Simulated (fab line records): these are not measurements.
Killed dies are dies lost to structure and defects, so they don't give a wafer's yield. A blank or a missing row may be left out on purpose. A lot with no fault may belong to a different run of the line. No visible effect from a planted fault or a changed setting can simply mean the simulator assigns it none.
Which tool was responsible? / flow sky130 / 39 wafers from 13 lots sampled at 5 of the route's 708 steps

WHAT THE GAUGES READ, wafer by wafer
The record holds no reading of a measuring or inspecting step that can be judged against a usual standard deviation.

WHICH TOOL RAN EACH LOT (tool, then ch and the chambers of the sampled wafers, then the start)
lot=L406; SKY_SONOS_TUNNEL_CLEAN_13=wet-bench-02 ch 1, day 11 09:32; SKY_METAL4_ETCH_16=rie-metal-03 ch 1, day 41 20:16; SKY_METAL5_SPUTTER_00=pvd-sputter-04, day 42 22:54; SKY_METAL5_STRIP_16=plasma-asher-03 ch 0, day 43 22:02; SKY_PAD_OPEN_PROBE_99=-
lot=L407; SKY_SONOS_TUNNEL_CLEAN_13=wet-bench-02 ch 3, day 11 21:00; SKY_METAL4_ETCH_16=rie-metal-03 ch 0,1, day 42 11:40; SKY_METAL5_SPUTTER_00=pvd-sputter-02, day 43 13:49; SKY_METAL5_STRIP_16=plasma-asher-03 ch 0,1, day 44 12:59; SKY_PAD_OPEN_PROBE_99=-
lot=L410; SKY_SONOS_TUNNEL_CLEAN_13=wet-bench-03 ch 1, day 12 18:12; SKY_METAL4_ETCH_16=rie-metal-02 ch 0,1, day 43 09:41; SKY_METAL5_SPUTTER_00=pvd-sputter-02, day 44 12:29; SKY_METAL5_STRIP_16=plasma-asher-02 ch 0,1, day 45 10:17; SKY_PAD_OPEN_PROBE_99=-
lot=L411; SKY_SONOS_TUNNEL_CLEAN_13=wet-bench-03 ch 1, day 13 03:37; SKY_METAL4_ETCH_16=rie-metal-04 ch 0,1, day 43 13:40; SKY_METAL5_SPUTTER_00=pvd-sputter-04, day 44 15:16; SKY_METAL5_STRIP_16=plasma-asher-02 ch 0,1, day 45 13:08; SKY_PAD_OPEN_PROBE_99=-
lot=L412; SKY_SONOS_TUNNEL_CLEAN_13=wet-bench-02 ch 3, day 13 12:10; SKY_METAL4_ETCH_16=rie-metal-04 ch 1, day 43 21:47; SKY_METAL5_SPUTTER_00=pvd-sputter-04, day 44 22:20; SKY_METAL5_STRIP_16=plasma-asher-02 ch 0,1, day 45 19:59; SKY_PAD_OPEN_PROBE_99=-
lot=L413; SKY_SONOS_TUNNEL_CLEAN_13=wet-bench-02 ch 3, day 14 00:29; SKY_METAL4_ETCH_16=rie-metal-02 ch 0,1, day 44 07:34; SKY_METAL5_SPUTTER_00=pvd-sputter-02, day 45 08:38; SKY_METAL5_STRIP_16=plasma-asher-02 ch 0,1, day 46 06:17; SKY_PAD_OPEN_PROBE_99=-
lot=L414; SKY_SONOS_TUNNEL_CLEAN_13=wet-bench-04 ch 0, day 14 02:44; SKY_METAL4_ETCH_16=rie-metal-03 ch 0,1, day 44 06:16; SKY_METAL5_SPUTTER_00=pvd-sputter-02, day 45 07:53; SKY_METAL5_STRIP_16=plasma-asher-03 ch 0,1, day 46 05:10; SKY_PAD_OPEN_PROBE_99=-
lot=L415; SKY_SONOS_TUNNEL_CLEAN_13=wet-bench-04 ch 2, day 14 13:44; SKY_METAL4_ETCH_16=rie-metal-03 ch 0,1, day 44 17:22; SKY_METAL5_SPUTTER_00=pvd-sputter-04, day 45 18:00; SKY_METAL5_STRIP_16=plasma-asher-02 ch 0,1, day 46 15:02; SKY_PAD_OPEN_PROBE_99=-
lot=L416; SKY_SONOS_TUNNEL_CLEAN_13=wet-bench-04 ch 2, day 14 18:23; SKY_METAL4_ETCH_16=rie-metal-03 ch 0,1, day 45 00:38; SKY_METAL5_SPUTTER_00=pvd-sputter-03, day 46 00:02; SKY_METAL5_STRIP_16=plasma-asher-02 ch 0,1, day 46 20:19; SKY_PAD_OPEN_PROBE_99=-
lot=L417; SKY_SONOS_TUNNEL_CLEAN_13=wet-bench-03 ch 2, day 15 02:53; SKY_METAL4_ETCH_16=rie-metal-02 ch 0,1, day 45 01:31; SKY_METAL5_SPUTTER_00=pvd-sputter-04, day 46 01:11; SKY_METAL5_STRIP_16=plasma-asher-02 ch 0, day 46 22:08; SKY_PAD_OPEN_PROBE_99=-
lot=L419; SKY_SONOS_TUNNEL_CLEAN_13=wet-bench-04 ch 2, day 15 17:55; SKY_METAL4_ETCH_16=rie-metal-02 ch 0,1, day 45 14:42; SKY_METAL5_SPUTTER_00=pvd-sputter-02, day 46 14:48; SKY_METAL5_STRIP_16=plasma-asher-02 ch 0,1, day 47 11:41; SKY_PAD_OPEN_PROBE_99=-
lot=L422; SKY_SONOS_TUNNEL_CLEAN_13=wet-bench-04 ch 2, day 16 19:29; SKY_METAL4_ETCH_16=rie-metal-04 ch 0,1, day 46 09:51; SKY_METAL5_SPUTTER_00=pvd-sputter-02, day 47 09:37; SKY_METAL5_STRIP_16=plasma-asher-03 ch 0,1, day 48 06:30; SKY_PAD_OPEN_PROBE_99=prober-01, day 49 22:05
lot=L423; SKY_SONOS_TUNNEL_CLEAN_13=wet-bench-04 ch 0, day 17 01:30; SKY_METAL4_ETCH_16=rie-metal-02 ch 0,1, day 46 17:24; SKY_METAL5_SPUTTER_00=pvd-sputter-03, day 47 16:21; SKY_METAL5_STRIP_16=plasma-asher-01 ch 0,1, day 48 11:35; SKY_PAD_OPEN_PROBE_99=prober-02, day 50 02:59
- SKY_SONOS_TUNNEL_CLEAN_13: cleans in dHF, time 20 s.
- SKY_METAL4_ETCH_16: etches BARC in N2/H2, stops on SiO2, time 88.2 s, target depth 60 nm.
- SKY_METAL5_SPUTTER_00: material Ti, target thk 15 nm, time 10 s.
- SKY_METAL5_STRIP_16: strips in O2/N2.
- SKY_PAD_OPEN_PROBE_99

AS READ BY THE TOOLS THEMSELVES (means over the sampled wafers that have a number; for cases with no such wafer, the mark the record gives instead)
SKY_METAL4_ETCH_16. Usual: drypump-motor-current-A 5.65 A, standard deviation 0.21; oes-product-au 0.625 a.u., standard deviation 0.0041; throttle-valve-pct 13.204 %, standard deviation 0.0091.
lot=L406; tool=rie-metal-03; drypump-motor-current-A (A)=5.69; oes-product-au (a.u.)=0.628; throttle-valve-pct (%)=13.206; flag=
lot=L407; tool=rie-metal-03; drypump-motor-current-A (A)=5.76; oes-product-au (a.u.)=0.626; throttle-valve-pct (%)=13.195; flag=
lot=L410; tool=rie-metal-02; drypump-motor-current-A (A)=5.48; oes-product-au (a.u.)=0.624; throttle-valve-pct (%)=13.204; flag=
lot=L411; tool=rie-metal-04; drypump-motor-current-A (A)=5.60; oes-product-au (a.u.)=0.624; throttle-valve-pct (%)=13.202; flag=
lot=L412; tool=rie-metal-04; drypump-motor-current-A (A)=5.96; oes-product-au (a.u.)=0.625; throttle-valve-pct (%)=13.205; flag=
lot=L413; tool=rie-metal-02; drypump-motor-current-A (A)=5.47; oes-product-au (a.u.)=0.623; throttle-valve-pct (%)=13.203; flag=
lot=L414; tool=rie-metal-03; drypump-motor-current-A (A)=5.85; oes-product-au (a.u.)=0.623; throttle-valve-pct (%)=13.205; flag=
lot=L415; tool=rie-metal-03; drypump-motor-current-A (A)=5.75; oes-product-au (a.u.)=0.628; throttle-valve-pct (%)=13.203; flag=
lot=L416; tool=rie-metal-03; drypump-motor-current-A (A)=5.84; oes-product-au (a.u.)=0.626; throttle-valve-pct (%)=13.212; flag=
lot=L417; tool=rie-metal-02; drypump-motor-current-A (A)=5.47; oes-product-au (a.u.)=0.629; throttle-valve-pct (%)=13.198; flag=
lot=L419; tool=rie-metal-02; drypump-motor-current-A (A)=5.45; oes-product-au (a.u.)=0.628; throttle-valve-pct (%)=13.206; flag=
lot=L422; tool=rie-metal-04; drypump-motor-current-A (A)=5.56; oes-product-au (a.u.)=0.629; throttle-valve-pct (%)=13.205; flag=
lot=L423; tool=rie-metal-02; drypump-motor-current-A (A)=5.47; oes-product-au (a.u.)=0.624; throttle-valve-pct (%)=13.199; flag=

SKY_METAL5_SPUTTER_00. Usual: throttle-valve-pct reads 30.2 % (standard deviation 0.55).
lot=L406; tool=pvd-sputter-04; throttle-valve-pct (%)=29.9; flag=
lot=L407; tool=pvd-sputter-02; throttle-valve-pct (%)=30.8; flag=
lot=L410; tool=pvd-sputter-02; throttle-valve-pct (%)=30.6; flag=
lot=L411; tool=pvd-sputter-04; throttle-valve-pct (%)=29.9; flag=
lot=L412; tool=pvd-sputter-04; throttle-valve-pct (%)=30.3; flag=
lot=L413; tool=pvd-sputter-02; throttle-valve-pct (%)=30.8; flag=
lot=L414; tool=pvd-sputter-02; throttle-valve-pct (%)=30.3; flag=
lot=L415; tool=pvd-sputter-04; throttle-valve-pct (%)=29.8; flag=
lot=L416; tool=pvd-sputter-03; throttle-valve-pct (%)=29.6; flag=
lot=L417; tool=pvd-sputter-04; throttle-valve-pct (%)=30.0; flag=
lot=L419; tool=pvd-sputter-02; throttle-valve-pct (%)=30.3; flag=
lot=L422; tool=pvd-sputter-02; throttle-valve-pct (%)=30.6; flag=
lot=L423; tool=pvd-sputter-03; throttle-valve-pct (%)=30.1; flag=

SKY_METAL5_STRIP_16. Usual: drypump-motor-current-A 5.4 A, standard deviation 0.4; oes-product-au 0.710 a.u., standard deviation 0.005; strip-time-to-endpoint-s 13.04 s, standard deviation 0.099.
lot=L406; tool=plasma-asher-03; drypump-motor-current-A (A)=4.9; oes-product-au (a.u.)=0.716; strip-time-to-endpoint-s (s)=12.95; flag=
lot=L407; tool=plasma-asher-03; drypump-motor-current-A (A)=5.2; oes-product-au (a.u.)=0.714; strip-time-to-endpoint-s (s)=13.03; flag=
lot=L410; tool=plasma-asher-02; drypump-motor-current-A (A)=5.3; oes-product-au (a.u.)=0.710; strip-time-to-endpoint-s (s)=12.94; flag=
lot=L411; tool=plasma-asher-02; drypump-motor-current-A (A)=5.3; oes-product-au (a.u.)=0.710; strip-time-to-endpoint-s (s)=13.00; flag=
lot=L412; tool=plasma-asher-02; drypump-motor-current-A (A)=5.6; oes-product-au (a.u.)=0.709; strip-time-to-endpoint-s (s)=13.08; flag=
lot=L413; tool=plasma-asher-02; drypump-motor-current-A (A)=5.3; oes-product-au (a.u.)=0.702; strip-time-to-endpoint-s (s)=13.15; flag=
lot=L414; tool=plasma-asher-03; drypump-motor-current-A (A)=5.4; oes-product-au (a.u.)=0.713; strip-time-to-endpoint-s (s)=13.09; flag=
lot=L415; tool=plasma-asher-02; drypump-motor-current-A (A)=5.6; oes-product-au (a.u.)=0.711; strip-time-to-endpoint-s (s)=13.13; flag=
lot=L416; tool=plasma-asher-02; drypump-motor-current-A (A)=5.3; oes-product-au (a.u.)=0.710; strip-time-to-endpoint-s (s)=13.01; flag=
lot=L417; tool=plasma-asher-02; drypump-motor-current-A (A)=5.8; oes-product-au (a.u.)=0.712; strip-time-to-endpoint-s (s)=12.90; flag=
lot=L419; tool=plasma-asher-02; drypump-motor-current-A (A)=5.3; oes-product-au (a.u.)=0.709; strip-time-to-endpoint-s (s)=13.02; flag=
lot=L422; tool=plasma-asher-03; drypump-motor-current-A (A)=5.2; oes-product-au (a.u.)=0.708; strip-time-to-endpoint-s (s)=13.06; flag=
lot=L423; tool=plasma-asher-01; drypump-motor-current-A (A)=5.6; oes-product-au (a.u.)=0.706; strip-time-to-endpoint-s (s)=13.12; flag=

SKY_PAD_OPEN_PROBE_99. Usual: killed_at_M0_to_M3 43, standard deviation 7.2; killed_at_M4_up 3.0, standard deviation 2; killed-at-contacts 24, standard deviation 5.5; killed-at-front-end 15, standard deviation 4.2; killed-at-other 0.3, standard deviation 0.51; killed-dies 85, standard deviation 10; killed-open 46, standard deviation 7.3; killed-short 38, standard deviation 6.4.
lot=L422 tool=prober-01 killed_at_M0_to_M3=39 killed_at_M4_up=2.0 killed-at-contacts=18 killed-at-front-end=51 killed-at-other=0.0 killed-dies=110 killed-open=44 killed-short=31 flag=OFF
lot=L423 tool=prober-02 killed_at_M0_to_M3=39 killed_at_M4_up=2.3 killed-at-contacts=16 killed-at-front-end=69 killed-at-other=0.3 killed-dies=127 killed-open=34 killed-short=36 flag=OFF

THE ANSWER, worked out from the rows above alone
Rule: lot off if the mean of its wafers having a number is beyond 3 standard deviations from the usual mean. A lot without any number at a reading at which 4 lots or more have one is off too. Any other lot the step has rows for is counted as sound. The gauges are gone through in route order, then the tools' own readings, and for those a lot's mean is taken as printed above. At the first step where some lot is off, the reading lying furthest off is the one used; lots without a number count as furthest.
Off: L422, L423 (SKY_PAD_OPEN_PROBE_99, killed-at-front-end). Neither off nor sound, because the step has no rows for them: L406, L407, L410, L411, L412, L413, L414, L415, L416, L417, L419.
A tool fits if, at that step or a process step before it, it ran every lot that is off, and no sound lot after the first of them. One fits: wet-bench-04 at SKY_SONOS_TUNNEL_CLEAN_13. It ran no sound lot before its first lot that is off in this sample, so the start can't be narrowed down.

WHAT THE SIMULATOR PUT IN
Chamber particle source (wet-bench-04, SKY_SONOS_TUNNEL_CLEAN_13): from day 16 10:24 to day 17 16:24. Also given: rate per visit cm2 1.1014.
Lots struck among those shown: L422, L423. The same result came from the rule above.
